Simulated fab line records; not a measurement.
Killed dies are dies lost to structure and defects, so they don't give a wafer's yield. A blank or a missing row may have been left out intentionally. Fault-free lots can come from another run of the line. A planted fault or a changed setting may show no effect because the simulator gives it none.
Chamber matching ; flow gf180mcu ; 3 sister chambers for GF_V4_CVD_02 on pecvd-01
The step deposits SiO2 from TEOS, target thk 850 nm, time 94.851 s. 3 wafers are shown with their chamber, then 7 later ones without.

== EACH WAFER AND ITS CHAMBER ==
wafer;chamber;heater_power_w (W)
L352.1;0;532
L352.4;1;608
L354.5;2;652

== WAFERS WITH NO CHAMBER GIVEN ==
wafer;heater_power_w (W)
L354.6;632
L364.1;662
L364.4;504
L364.5;514
L365.3;659
L365.5;513
L365.6;527

== WHICH CHAMBER EACH WENT THROUGH ==
wafer;from the rows above;in truth
L354.6;can't be placed: 2 or 1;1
L364.1;2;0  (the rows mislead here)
L364.4;0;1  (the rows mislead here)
L364.5;0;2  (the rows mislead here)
L365.3;2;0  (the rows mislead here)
L365.5;0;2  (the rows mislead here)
L365.6;0;0
Correctly placed: 1 of 7. These rows do not allow placing 1 (true chamber among the candidates in 1). Wrongly placed: 5.
How it was worked out, from the rows above alone: a wafer's distance from a chamber is the root of the sum, over the readings, of the square of ((its reading less the chamber's mean) divided by the reading's scatter). The wafer belongs to the nearest chamber; if the next one is less than 2 further off, it can't be placed. A chamber's mean is the mean of its shown wafers. The scatter: with one shown wafer a chamber, the root of the mean of the squares of how far each hidden wafer lies from its nearest shown one.
